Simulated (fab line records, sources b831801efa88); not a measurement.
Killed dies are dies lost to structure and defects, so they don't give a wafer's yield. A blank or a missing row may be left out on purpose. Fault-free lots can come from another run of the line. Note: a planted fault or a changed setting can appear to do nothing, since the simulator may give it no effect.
fab line records | flow sky130
record lots=10 | wafers=30 | last-day=50
route steps=708 shown SD_N@349 LI_CONTACT@378 LOCAL_INTERCONNECT@387 PAD_OPEN@708
lots untouched by any fault: they come from a run of this same line in which no faults occurred
start-h: start of the lot's first displayed wafer, in hours after the record's first day | wait-h: hours from the lot's prior step to this one | " same as the row above | L1.1+2: a row that stands for several wafers | - value missing, or start not given | * or withheld: withheld | < > ~ a bound
route shown NAME@n: a module of which the file shows steps, and the number in the route of the first | usual: average and standard deviation across the fault-free wafers | same: alike in all rows | chamber/n: place in a boat | sites: per-site readings | _std_site: the standard deviation of these | _edge_site: inner sites' mean taken away from outer sites' mean | radius-mm: how far each site lies from the wafer's centre | mask NAME#n: copy n | behind: tool/chamber where the wafer was last shaped | hold: why the lot was held/for how many hours/how that ended | device: the n, p or np transistor that did not switch | end of line: the route-end tests of the same wafers | a step given without rows: its recipe and nothing more | killed: not the wafer's yield, but the dies lost to structure and defects at the first sort | map: per-die view of a wafer (x killed, . not killed, _ where there is no die)
set.NAME: the setting the step ran with; set.NAME@STEP: the setting that earlier step ran with | model.NAME: the simulator's own value behind a step, which no gauge read
the route's steps for a sample of lots (tables are steps, rows are wafers)
services: from which hour (start-h, from the record's first day; less than 0 if before it) a tool's chamber was out of use, for how many hours, and why
## steps
# step SKY_SD_N_CD_MEAS_07
# recipe target-cd-nm=380
# usual cd-nm=381.1/2.5
lot.wafer | tool      | chamber | start-h | wait-h | cd-nm
L672.1    | cd-sem-01 | -       | 656.44  | 0.1    | 386.3
L672.3    | "         | -       | "       | "      | 386.2
L672.5    | "         | -       | "       | "      | 381.0
L671.1    | cd-sem-01 | -       | 657.81  | 0.1    | 383.6
L671.2    | "         | -       | "       | "      | 383.3
L671.4    | "         | -       | "       | "      | 386.0
L674.1    | cd-sem-02 | -       | 667.96  | 0.1    | 379.0
L674.3    | "         | -       | "       | "      | 381.3
L674.6    | "         | -       | "       | "      | 380.0
L681.2    | cd-sem-01 | -       | 750.98  | 0.1    | 381.9
L681.5    | "         | -       | "       | "      | 380.6
L681.6    | "         | -       | "       | "      | 379.1
L683.1    | cd-sem-02 | -       | 769.53  | 0.1    | 384.6
L683.3    | "         | -       | "       | "      | 383.4
L683.5    | "         | -       | "       | "      | 384.7
L686.1    | cd-sem-01 | -       | 792.88  | 0.1    | 382.0
L686.2    | "         | -       | "       | "      | 383.1
L686.4    | "         | -       | "       | "      | 380.3
L689.2    | cd-sem-01 | -       | 799.93  | 0.1    | 379.4
L689.3    | "         | -       | "       | "      | 378.0
L689.4    | "         | -       | "       | "      | 378.4
L691.2    | cd-sem-01 | -       | 809.46  | 0.1    | 382.2
L691.3    | "         | -       | "       | "      | 380.8
L691.5    | "         | -       | "       | "      | 382.8
L692.2    | cd-sem-02 | -       | 820.15  | 0.1    | 378.7
L692.3    | "         | -       | "       | "      | 379.0
L692.5    | "         | -       | "       | "      | 379.8
L694.1    | cd-sem-02 | -       | 828.86  | 0.1    | 383.1
L694.4    | "         | -       | "       | "      | 383.9
L694.5    | "         | -       | "       | "      | 383.9
# step SKY_SD_N_OVL_MEAS_08
# usual SD_N_OVL=-1.1/1.3
lot.wafer | tool       | chamber | start-h | wait-h | SD_N_OVL[nm]
L672.1    | overlay-01 | -       | 656.56  | 0.1    | -1.0
L672.3    | "          | -       | "       | "      | -0.5
L672.5    | "          | -       | "       | "      | -1.6
L671.1    | overlay-01 | -       | 657.93  | 0.1    | -0.3
L671.2    | "          | -       | "       | "      | -0.7
L671.4    | "          | -       | "       | "      | -1.1
L674.1    | overlay-02 | -       | 668.08  | 0.1    | -0.9
L674.3    | "          | -       | "       | "      | 0.2
L674.6    | "          | -       | "       | "      | -0.6
L681.2    | overlay-01 | -       | 751.08  | 0.1    | -1.7
L681.5    | "          | -       | "       | "      | -1.8
L681.6    | "          | -       | "       | "      | -2.2
L683.1    | overlay-02 | -       | 769.65  | 0.1    | -0.2
L683.3    | "          | -       | "       | "      | -2.5
L683.5    | "          | -       | "       | "      | 0.8
L686.1    | overlay-02 | -       | 793.00  | 0.1    | -0.7
L686.2    | "          | -       | "       | "      | -0.2
L686.4    | "          | -       | "       | "      | 0.0
L689.2    | overlay-01 | -       | 800.03  | 0.1    | -1.4
L689.3    | "          | -       | "       | "      | -1.8
L689.4    | "          | -       | "       | "      | -0.3
L691.2    | overlay-02 | -       | 809.57  | 0.1    | -0.8
L691.3    | "          | -       | "       | "      | -1.4
L691.5    | "          | -       | "       | "      | -2.6
L692.2    | overlay-01 | -       | 820.26  | 0.1    | -2.1
L692.3    | "          | -       | "       | "      | -0.8
L692.5    | "          | -       | "       | "      | -2.6
L694.1    | overlay-02 | -       | 828.98  | 0.1    | 0.1
L694.4    | "          | -       | "       | "      | -0.6
L694.5    | "          | -       | "       | "      | 0.0
# step SKY_LI_CONTACT_STRIP_16
# recipe chemistry=O2/N2 | power-w=1400 | pressure-mtorr=1500 | platen-temp-c=withheld | o2-flow-sccm=3000 | n2-flow-sccm=300 | overash-fraction=0.5
# usual drypump-motor-current-A=5.6/0.43 | oes-product-au=0.375/0.0044 | strip-time-to-endpoint-s=3.504/0.022
lot.wafer | tool            | chamber | start-h | wait-h | drypump-motor-current-A | oes-product-au | rf-hours-counter-h | strip-time-to-endpoint-s
L672.1    | plasma-asher-02 | 0       | 686.85  | -      | 6.1                     | 0.378          | 86                 | 3.499
L672.3    | "               | 1       | "       | "      | 5.2                     | 0.379          | -                  | 3.506
L672.5    | "               | 0       | "       | "      | 6.1                     | 0.382          | -                  | 3.506
L671.1    | plasma-asher-04 | 0       | 688.31  | -      | 5.8                     | 0.376          | 95                 | 3.480
L671.2    | "               | 1       | "       | "      | 5.2                     | 0.378          | 95                 | 3.511
L671.4    | "               | 1       | "       | "      | 5.2                     | 0.386          | -                  | 3.518
L674.1    | plasma-asher-03 | 0       | 698.05  | -      | 5.2                     | 0.372          | 26                 | 3.466
L674.3    | "               | 0       | "       | "      | 5.2                     | 0.379          | -                  | 3.509
L674.6    | "               | 1       | "       | "      | 6.3                     | 0.372          | -                  | 3.485
L681.2    | plasma-asher-04 | 0       | 780.55  | -      | 5.7                     | 0.374          | 4                  | 3.494
L681.5    | "               | 1       | "       | "      | 5.2                     | 0.378          | -                  | 3.492
L681.6    | "               | 0       | "       | "      | 5.7                     | 0.369          | -                  | 3.500
L683.1    | plasma-asher-04 | 0       | 798.38  | -      | 5.8                     | 0.373          | 5                  | 3.458
L683.3    | "               | 0       | "       | "      | 5.8                     | 0.379          | -                  | 3.462
L683.5    | "               | 0       | "       | "      | 5.8                     | 0.365          | -                  | 3.464
L686.1    | plasma-asher-03 | 1       | 821.71  | -      | 6.2                     | 0.377          | 38                 | 3.531
L686.2    | "               | 0       | "       | "      | 5.2                     | 0.384          | 38                 | 3.520
L686.4    | "               | 0       | "       | "      | 5.3                     | 0.376          | -                  | 3.493
L689.2    | plasma-asher-02 | 0       | 828.05  | -      | 6.1                     | 0.380          | 99                 | 3.534
L689.3    | "               | 0       | "       | "      | 6.1                     | 0.371          | -                  | 3.525
L689.4    | "               | 1       | "       | "      | 5.2                     | 0.378          | -                  | 3.523
L691.2    | plasma-asher-04 | 1       | 838.11  | -      | 5.2                     | 0.376          | 10                 | 3.472
L691.3    | "               | 0       | "       | "      | 5.8                     | 0.378          | -                  | 3.498
L691.5    | "               | 1       | "       | "      | 5.2                     | 0.371          | -                  | 3.522
L692.2    | plasma-asher-04 | 1       | 848.33  | -      | 5.2                     | 0.376          | 11                 | 3.527
L692.3    | "               | 1       | "       | "      | 5.2                     | 0.370          | -                  | 3.526
L692.5    | "               | 0       | "       | "      | 5.7                     | 0.377          | -                  | 3.500
L694.1    | plasma-asher-04 | 1       | 857.36  | -      | 5.2                     | 0.380          | 11                 | 3.522
L694.4    | "               | 1       | "       | "      | 5.2                     | 0.374          | -                  | 3.537
L694.5    | "               | 0       | "       | "      | 5.8                     | 0.380          | -                  | 3.513
# step SKY_LOCAL_INTERCONNECT_SPUTTER_00
# recipe material=TiN | target-thk-nm=100 | temp-c=300 | power-w=6722 | time-s=83.3 | chamber-pressure-pa=0.4
# usual throttle-valve-pct=30.2/0.76
lot.wafer | tool           | chamber | start-h | wait-h | throttle-valve-pct
L672.1    | pvd-sputter-01 | -       | 687.92  | 0.1    | 29.1
L672.3    | "              | -       | "       | "      | 30.1
L672.5    | "              | -       | "       | "      | 29.5
L671.1    | pvd-sputter-02 | -       | 689.35  | 0.1    | 29.1
L671.2    | "              | -       | "       | "      | 30.8
L671.4    | "              | -       | "       | "      | 30.0
L674.1    | pvd-sputter-01 | -       | 699.10  | 0.2    | 29.6
L674.3    | "              | -       | "       | "      | 29.8
L674.6    | "              | -       | "       | "      | 30.0
L681.2    | pvd-sputter-02 | -       | 781.59  | 0.1    | 29.1
L681.5    | "              | -       | "       | "      | 31.1
L681.6    | "              | -       | "       | "      | 28.8
L683.1    | pvd-sputter-01 | -       | 799.43  | 0.1    | 28.8
L683.3    | "              | -       | "       | "      | 30.7
L683.5    | "              | -       | "       | "      | 30.6
L686.1    | pvd-sputter-01 | -       | 822.75  | 0.2    | 29.6
L686.2    | "              | -       | "       | "      | 28.8
L686.4    | "              | -       | "       | "      | 30.3
L689.2    | pvd-sputter-02 | -       | 829.09  | 0.2    | 31.0
L689.3    | "              | -       | "       | "      | 30.2
L689.4    | "              | -       | "       | "      | 29.1
L691.2    | pvd-sputter-02 | -       | 839.30  | 0.2    | 31.0
L691.3    | "              | -       | "       | "      | 30.9
L691.5    | "              | -       | "       | "      | 30.8
L692.2    | pvd-sputter-02 | -       | 849.37  | 0.2    | 28.8
L692.3    | "              | -       | "       | "      | 31.0
L692.5    | "              | -       | "       | "      | 29.1
L694.1    | pvd-sputter-04 | -       | 858.42  | 0.2    | 31.0
L694.4    | "              | -       | "       | "      | 30.3
L694.5    | "              | -       | "       | "      | 30.9
# step SKY_LOCAL_INTERCONNECT_RS_MEAS_01
# recipe thk-meas-gauge=four-point-probe | reads=TiN_of_LOCAL_INTERCONNECT_SPUTTER_00
# usual LOCAL_INTERCONNECT_TIN_RS=13.70/0.14
lot.wafer | tool          | chamber | start-h | wait-h | hold                     | LOCAL_INTERCONNECT_TIN_RS[ohm/sq]
L672.1    | film-metro-04 | -       | 687.98  | 0.0    | -                        | 13.93
L672.3    | "             | -       | "       | "      | -                        | 13.87
L672.5    | "             | -       | "       | "      | -                        | 13.90
L671.1    | film-metro-03 | -       | 689.41  | 0.0    | -                        | 13.63
L671.2    | "             | -       | "       | "      | -                        | 13.67
L671.4    | "             | -       | "       | "      | -                        | 13.62
L674.1    | film-metro-02 | -       | 699.17  | 0.0    | -                        | 13.65
L674.3    | "             | -       | "       | "      | -                        | 13.55
L674.6    | "             | -       | "       | "      | -                        | 13.57
L681.2    | film-metro-02 | -       | 781.67  | 0.1    | -                        | 13.62
L681.5    | "             | -       | "       | "      | -                        | 13.55
L681.6    | "             | -       | "       | "      | -                        | 13.60
L683.1    | film-metro-03 | -       | 799.49  | 0.0    | -                        | 13.76
L683.3    | "             | -       | "       | "      | -                        | 13.89
L683.5    | "             | -       | "       | "      | -                        | 13.76
L686.1    | film-metro-04 | -       | 822.81  | 0.0    | await-dispo/0.2h/release | 14.00
L686.2    | "             | -       | "       | "      | await-dispo/0.2h/release | 13.82
L686.4    | "             | -       | "       | "      | await-dispo/0.2h/release | 14.82
L686.1    | film-metro-04 | -       | 823.10  | 0.3    | -                        | 13.97
L686.2    | "             | -       | "       | "      | -                        | 13.83
L686.4    | "             | -       | "       | "      | -                        | 14.81
L689.2    | film-metro-02 | -       | 829.17  | 0.1    | -                        | 13.61
L689.3    | "             | -       | "       | "      | -                        | 13.53
L689.4    | "             | -       | "       | "      | -                        | 13.59
L691.2    | film-metro-04 | -       | 839.38  | 0.1    | -                        | 13.66
L691.3    | "             | -       | "       | "      | -                        | 13.54
L691.5    | "             | -       | "       | "      | -                        | 13.71
L692.2    | film-metro-03 | -       | 849.45  | 0.1    | -                        | 13.36
L692.3    | "             | -       | "       | "      | -                        | 13.48
L692.5    | "             | -       | "       | "      | -                        | 13.38
L694.1    | film-metro-04 | -       | 858.48  | 0.0    | -                        | 13.45
L694.4    | "             | -       | "       | "      | -                        | 13.41
L694.5    | "             | -       | "       | "      | -                        | 13.61
# step SKY_LOCAL_INTERCONNECT_THK_MEAS_02
# recipe thk-meas-gauge=xrf | reads=TiN_of_LOCAL_INTERCONNECT_SPUTTER_00
# usual LOCAL_INTERCONNECT_TIN_THK=102.5/1.1
lot.wafer | tool          | chamber | start-h | wait-h | hold                     | LOCAL_INTERCONNECT_TIN_THK[nm]
L672.1    | film-metro-04 | -       | 688.10  | 0.1    | -                        | 101.6
L672.3    | "             | -       | "       | "      | -                        | 101.5
L672.5    | "             | -       | "       | "      | -                        | 101.0
L671.1    | film-metro-03 | -       | 689.53  | 0.1    | -                        | 102.5
L671.2    | "             | -       | "       | "      | -                        | 102.7
L671.4    | "             | -       | "       | "      | -                        | 102.5
L674.1    | film-metro-02 | -       | 699.29  | 0.1    | -                        | 102.4
L674.3    | "             | -       | "       | "      | -                        | 103.2
L674.6    | "             | -       | "       | "      | -                        | 103.2
L681.2    | film-metro-02 | -       | 781.78  | 0.1    | -                        | 102.8
L681.5    | "             | -       | "       | "      | -                        | 103.5
L681.6    | "             | -       | "       | "      | -                        | 102.8
L683.1    | film-metro-03 | -       | 799.61  | 0.1    | -                        | 102.9
L683.3    | "             | -       | "       | "      | -                        | 102.2
L683.5    | "             | -       | "       | "      | -                        | 102.4
L686.1    | film-metro-04 | -       | 824.41  | 1.3    | await-dispo/0.2h/release | 100.4
L686.2    | "             | -       | "       | "      | await-dispo/0.2h/release | 101.4
L686.4    | "             | -       | "       | "      | await-dispo/0.2h/release | 95.0
L686.1    | film-metro-04 | -       | 824.63  | 0.2    | -                        | 100.1
L686.2    | "             | -       | "       | "      | -                        | 101.1
L686.4    | "             | -       | "       | "      | -                        | 94.9
L689.2    | film-metro-02 | -       | 829.28  | 0.1    | -                        | 102.8
L689.3    | "             | -       | "       | "      | -                        | 103.3
L689.4    | "             | -       | "       | "      | -                        | 103.3
L691.2    | film-metro-04 | -       | 839.49  | 0.1    | -                        | 102.1
L691.3    | "             | -       | "       | "      | -                        | 103.6
L691.5    | "             | -       | "       | "      | -                        | 102.3
L692.2    | film-metro-03 | -       | 849.56  | 0.1    | -                        | 105.0
L692.3    | "             | -       | "       | "      | -                        | 104.1
L692.5    | "             | -       | "       | "      | -                        | 104.3
L694.1    | film-metro-04 | -       | 858.60  | 0.1    | -                        | 104.5
L694.4    | "             | -       | "       | "      | -                        | 105.1
L694.5    | "             | -       | "       | "      | -                        | 102.8
# step SKY_LOCAL_INTERCONNECT_METAL_ETCH_14
# recipe target-depth-nm=110 | stop-on=PSG | chemistry=Cl2/BCl3 | target=TiN | resist-sidewall-deg=88 | pressure-mtorr=10 | icp-w=900 | bias-w=48.5 | Cl2_flow_sccm=60 | bcl3-flow-sccm=30 | time-s=31.4
# usual drypump-motor-current-A=5.7/0.38 | he-backside-leak-sccm=3.31/0.23 | oes-product-au=0.958/0.0068 | throttle-valve-pct=21.890/0.0096
lot.wafer | tool         | chamber | start-h | wait-h | drypump-motor-current-A | he-backside-leak-sccm | oes-product-au | rf-hours-counter-h | throttle-valve-pct
L672.1    | rie-metal-04 | 0       | 716.41  | 0.0    | 6.1                     | 3.29                  | 0.953          | 11                 | 21.893
L672.3    | "            | 1       | "       | "      | 5.8                     | 3.07                  | 0.954          | -                  | 21.896
L672.5    | "            | 0       | "       | "      | 6.1                     | 3.23                  | 0.948          | -                  | 21.895
L671.1    | rie-metal-04 | 1       | 718.46  | 0.0    | 5.8                     | 3.05                  | 0.965          | 9                  | 21.882
L671.2    | "            | 0       | "       | "      | 6.1                     | 3.08                  | 0.953          | 11                 | 21.881
L671.4    | "            | 0       | "       | "      | 6.1                     | 3.14                  | 0.957          | -                  | 21.893
L674.1    | rie-metal-04 | 0       | 727.23  | 0.0    | 6.1                     | 3.19                  | 0.959          | 11                 | 21.898
L674.3    | "            | 1       | "       | "      | 5.8                     | 3.18                  | 0.959          | -                  | 21.887
L674.6    | "            | 0       | "       | "      | 6.1                     | 3.16                  | 0.970          | -                  | 21.875
L681.2    | rie-metal-01 | 1       | 808.83  | 0.0    | 5.4                     | 3.21                  | 0.957          | 6                  | 21.905
L681.5    | "            | 0       | "       | "      | 6.1                     | 3.54                  | 0.968          | -                  | 21.891
L681.6    | "            | 1       | "       | "      | 5.4                     | 3.17                  | 0.968          | -                  | 21.891
L683.1    | rie-metal-01 | 0       | 826.18  | 0.0    | 6.0                     | 3.62                  | 0.958          | 12                 | 21.892
L683.3    | "            | 1       | "       | "      | 5.4                     | 3.10                  | 0.951          | -                  | 21.902
L683.5    | "            | 0       | "       | "      | 6.0                     | 3.63                  | 0.960          | -                  | 21.895
L686.1    | rie-metal-03 | 0       | 849.75  | 0.1    | 5.0                     | 3.43                  | 0.949          | 1                  | 21.885
L686.2    | "            | 0       | "       | "      | 5.0                     | 3.32                  | 0.958          | -                  | 21.893
L686.4    | "            | 0       | "       | "      | 5.0                     | 3.49                  | 0.906          | -                  | 21.904
L689.2    | rie-metal-03 | 0       | 855.57  | 0.1    | 5.0                     | 3.47                  | 0.956          | -                  | 21.882
L689.3    | "            | 0       | "       | "      | 5.0                     | 3.51                  | 0.967          | -                  | 21.888
L689.4    | "            | 0       | "       | "      | 5.0                     | 3.40                  | 0.955          | -                  | 21.890
L691.2    | rie-metal-04 | 1       | 866.06  | 0.0    | 5.8                     | 3.12                  | 0.953          | 14                 | 21.893
L691.3    | "            | 1       | "       | "      | 5.8                     | 3.15                  | 0.964          | -                  | 21.881
L691.5    | "            | 0       | "       | "      | 6.1                     | 3.14                  | 0.956          | -                  | 21.909
L692.2    | rie-metal-04 | 1       | 876.33  | 0.0    | 5.8                     | 3.26                  | 0.976          | 15                 | 21.871
L692.3    | "            | 1       | "       | "      | 5.8                     | 3.18                  | 0.971          | -                  | 21.888
L692.5    | "            | 1       | "       | "      | 5.8                     | 3.43                  | 0.960          | -                  | 21.897
L694.1    | rie-metal-04 | 1       | 885.69  | 0.1    | 5.8                     | 3.12                  | 0.959          | 15                 | 21.877
L694.4    | "            | 1       | "       | "      | 5.8                     | 3.30                  | 0.970          | -                  | 21.871
L694.5    | "            | 1       | "       | "      | 5.8                     | 3.33                  | 0.955          | -                  | 21.888
# step SKY_PAD_OPEN_PROBE_99
# usual killed_at_M0_to_M3=44/6.2 | killed_at_M4_up=3.3/1.8 | killed-at-contacts=25/5.8 | killed-at-front-end=15/4 | killed-at-other=0.3/0.49 | killed-dies=88/8.8 | killed-open=48/6.5 | killed-short=39/6.3
# same gross-dies=492 | killed-at-back-side=0
lot.wafer | tool      | chamber | start-h | wait-h | killed_at_M0_to_M3 | killed_at_M4_up | killed-at-contacts | killed-at-front-end | killed-at-other | killed-dies | killed-open | killed-short
L674.1    | prober-01 | -       | 1096.90 | 0.1    | 50                 | 3               | 21                 | 13                  | 1               | 88          | 44          | 44
L674.3    | prober-01 | -       | 1097.00 | 0.2    | 39                 | 3               | 26                 | 14                  | 0               | 82          | 48          | 34
L674.6    | prober-01 | -       | 1097.15 | 0.2    | 37                 | 5               | 26                 | 18                  | 0               | 86          | 41          | 45
L683.1    | prober-02 | -       | 1166.74 | 0.1    | 37                 | 2               | 24                 | 16                  | 0               | 79          | 46          | 33
L683.3    | prober-02 | -       | 1166.84 | 0.2    | 46                 | 4               | 31                 | 16                  | 0               | 97          | 51          | 46
L683.5    | prober-02 | -       | 1166.94 | 0.2    | 39                 | 4               | 18                 | 15                  | 0               | 76          | 49          | 27
L686.1    | prober-01 | -       | 1184.42 | 0.1    | 62                 | 3               | 19                 | 14                  | 0               | 98          | 59          | 39
L686.2    | prober-01 | -       | 1184.47 | 0.1    | 47                 | 3               | 20                 | 19                  | 0               | 89          | 52          | 36
L686.4    | prober-01 | -       | 1184.57 | 0.2    | 30                 | 4               | 23                 | 11                  | 0               | 68          | 39          | 29
L691.2    | prober-02 | -       | 1193.81 | 0.1    | 35                 | 1               | 23                 | 18                  | 0               | 77          | 34          | 43
L691.3    | prober-02 | -       | 1193.86 | 0.2    | 49                 | 2               | 27                 | 19                  | 0               | 97          | 47          | 50
L691.5    | prober-02 | -       | 1193.96 | 0.2    | 38                 | 3               | 21                 | 12                  | 1               | 75          | 40          | 35
L692.2    | prober-01 | -       | 1201.62 | 0.1    | 40                 | 3               | 27                 | 15                  | 0               | 85          | 44          | 40
L692.3    | prober-01 | -       | 1201.67 | 0.2    | 47                 | 4               | 23                 | 10                  | 0               | 84          | 50          | 34
L692.5    | prober-01 | -       | 1201.77 | 0.2    | 45                 | 3               | 26                 | 17                  | 0               | 91          | 58          | 32
# killed by level:class
L674.1 METAL1:geometric-particle:short=10 CONTACT:geometric-particle:open=8 VIA1:geometric-particle:open=8 VIA1:geometric-particle:short=6 VIA3:geometric-particle:open=6 METAL2:geometric-particle:short=5 FIELD_ISO:geometric-particle:open=4 CONTACT:geometric-particle:short=4
L674.3 VIA1:geometric-particle:open=10 CONTACT:geometric-particle:open=9 VIA2:geometric-particle:open=8 LI_CONTACT:geometric-particle:open=7 VIA2:geometric-particle:short=5 POLY_GATE:geometric-particle:open=4 LOCAL_INTERCONNECT:geometric-particle:short=4 CONTACT:geometric-particle:short=4
L674.6 LOCAL_INTERCONNECT:geometric-particle:short=8 VIA1:geometric-particle:open=7 VIA2:geometric-particle:open=7 POLY_GATE:geometric-particle:open=6 CONTACT:geometric-particle:open=6 FIELD_ISO:geometric-particle:short=5 LI_CONTACT:geometric-particle:short=5 METAL2:geometric-particle:short=5
L683.1 CONTACT:geometric-particle:open=9 VIA1:geometric-particle:open=8 VIA2:geometric-particle:open=8 METAL1:geometric-particle:short=6 FIELD_ISO:geometric-particle:open=5 POLY_GATE:geometric-particle:short=5 METAL2:geometric-particle:short=5 LOCAL_INTERCONNECT:geometric-particle:short=5
L683.3 VIA1:geometric-particle:open=10 LOCAL_INTERCONNECT:geometric-particle:short=10 CONTACT:geometric-particle:open=9 METAL3:geometric-particle:short=9 LI_CONTACT:geometric-particle:open=8 VIA2:geometric-particle:open=8 POLY_GATE:geometric-particle:open=5 VIA3:geometric-particle:open=5
L683.5 CONTACT:geometric-particle:open=11 METAL1:geometric-particle:short=7 VIA1:geometric-particle:open=7 VIA2:geometric-particle:open=7 VIA3:geometric-particle:open=6 FIELD_ISO:geometric-particle:open=5 FIELD_ISO:geometric-particle:short=3 POLY_GATE:geometric-particle:open=3
L686.1 VIA1:geometric-particle:open=20 CONTACT:geometric-particle:open=9 VIA3:geometric-particle:open=8 VIA2:geometric-particle:open=7 METAL1:geometric-particle:short=7 VIA1:geometric-particle:short=6 METAL2:geometric-particle:short=4 FIELD_ISO:geometric-particle:short=3
L686.2 LI_CONTACT:geometric-particle:open=9 VIA2:geometric-particle:open=8 VIA1:geometric-particle:open=8 CONTACT:geometric-particle:open=7 VIA3:geometric-particle:open=7 METAL1:geometric-particle:short=6 POLY_GATE:geometric-particle:short=4 SPACER:geometric-particle:open=4
L686.4 LI_CONTACT:geometric-particle:open=7 CONTACT:geometric-particle:open=7 VIA1:geometric-particle:open=7 CONTACT:geometric-particle:short=6 VIA1:geometric-particle:short=5 VIA2:geometric-particle:open=5 VIA3:geometric-particle:open=4 FIELD_ISO:geometric-particle:short=3
L691.2 VIA1:geometric-particle:open=8 LI_CONTACT:geometric-particle:open=7 VIA1:geometric-particle:short=7 FIELD_ISO:geometric-particle:short=5 LI_CONTACT:geometric-particle:short=5 CONTACT:geometric-particle:open=5 METAL1:geometric-particle:short=5 METAL2:geometric-particle:short=5
L691.3 VIA1:geometric-particle:short=8 LI_CONTACT:geometric-particle:open=7 VIA1:geometric-particle:open=7 VIA2:geometric-particle:open=7 FIELD_ISO:geometric-particle:open=6 VIA3:geometric-particle:open=6 CONTACT:geometric-particle:open=5 LOCAL_INTERCONNECT:geometric-particle:short=5
L691.5 VIA1:geometric-particle:open=9 CONTACT:geometric-particle:open=8 LI_CONTACT:geometric-particle:open=7 VIA2:geometric-particle:open=5 VIA3:geometric-particle:short=5 VIA3:geometric-particle:open=5 POLY_GATE:geometric-particle:short=4 CONTACT:geometric-particle:short=4
L692.2 LI_CONTACT:geometric-particle:open=10 VIA3:geometric-particle:short=7 VIA3:geometric-particle:open=7 CONTACT:geometric-particle:open=6 VIA1:geometric-particle:open=6 VIA2:geometric-particle:open=6 FIELD_ISO:geometric-particle:short=5 FIELD_ISO:geometric-particle:open=4
L692.3 VIA1:geometric-particle:open=12 LI_CONTACT:geometric-particle:open=9 CONTACT:geometric-particle:open=8 VIA1:geometric-particle:short=7 VIA2:geometric-particle:open=7 METAL2:geometric-particle:short=5 VIA3:geometric-particle:short=4 POLY_GATE:geometric-particle:short=3
L692.5 VIA1:geometric-particle:open=15 CONTACT:geometric-particle:open=13 VIA2:geometric-particle:open=7 LI_CONTACT:geometric-particle:open=5 METAL3:geometric-particle:short=4 VIA3:geometric-particle:open=4 FIELD_ISO:geometric-particle:open=3 POLY_GATE:geometric-particle:open=3
## services
tool            | chamber | start-h | hours | kind
pvd-sputter-04  | -       | 680.16  | 10.8  | repair
pvd-sputter-02  | -       | 682.68  | 0.7   | repair
rie-metal-01    | 1       | 697.67  | 35.3  | repair
rie-metal-01    | 0       | 715.94  | 15.1  | repair
rie-metal-03    | -       | 716.67  | 2.8   | pm
rie-metal-01    | -       | 722.54  | 1.8   | repair
plasma-asher-02 | -       | 730.23  | 6.6   | repair
plasma-asher-04 | -       | 733.77  | 9.0   | pm
plasma-asher-04 | 0       | 733.77  | 9.0   | vent-cycle
plasma-asher-04 | -       | 751.52  | 1.1   | repair
pvd-sputter-01  | -       | 791.03  | 4.0   | repair
plasma-asher-04 | -       | 791.93  | 2.8   | repair
pvd-sputter-04  | -       | 793.16  | 3.3   | repair
plasma-asher-03 | -       | 799.73  | 8.2   | pm
plasma-asher-02 | -       | 810.22  | 2.3   | repair
pvd-sputter-02  | -       | 830.20  | 2.3   | repair
rie-metal-03    | 0       | 831.37  | 9.2   | repair
plasma-asher-02 | -       | 839.82  | 0.3   | repair
plasma-asher-02 | -       | 847.43  | 1.2   | repair
rie-metal-04    | -       | 854.00  | 4.0   | pm
rie-metal-01    | 1       | 855.46  | 4.4   | repair
rie-metal-04    | -       | 876.62  | 2.8   | pm
pvd-sputter-04  | -       | 881.60  | 1.9   | repair
plasma-asher-04 | -       | 885.34  | 2.8   | pm
## key
first-sign step=SKY_LOCAL_INTERCONNECT_RS_MEAS_01 | reading=visit | direction=added
effect step=SKY_LOCAL_INTERCONNECT_RS_MEAS_01 | reading=LOCAL_INTERCONNECT_TIN_RS | direction=up | sigmas=7.9 | usual=13.70 | struck=14.82
effect step=SKY_LOCAL_INTERCONNECT_THK_MEAS_02 | reading=visit | direction=added
effect step=SKY_LOCAL_INTERCONNECT_THK_MEAS_02 | reading=LOCAL_INTERCONNECT_TIN_THK | direction=down | sigmas=7.1 | usual=102.5 | struck=95.0
effect step=SKY_LOCAL_INTERCONNECT_METAL_ETCH_14 | reading=oes-product-au | direction=down | sigmas=7.5 | usual=0.958 | struck=0.906
met-at SKY_LOCAL_INTERCONNECT_SPUTTER_00
struck-lots L686
struck-wafers L686.4
tester-left-out L686
not-acting-at SKY_SD_N_CD_MEAS_07,SKY_SD_N_OVL_MEAS_08,SKY_LI_CONTACT_STRIP_16
onset-between 799.43 822.75
fault kind=process-parameter-drift | tool=pvd-sputter-01 | chamber=- | onset-h=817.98 | steps=SKY_LOCAL_INTERCONNECT_SPUTTER_00 | channel=target-thk-nm | offset=-6.6607 | shape=step | end-h=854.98 | acts-in=these-recipes-only | stated=100 | scope=struck-wafers-only
# tester-left-out: of these lots the tester's yield and bins aren't shown, on N5 and GAA mostly nor the transistor test; their killed dies are dies lost to structure and defects alone, not to doping, threshold or leakage, so they don't give the yield
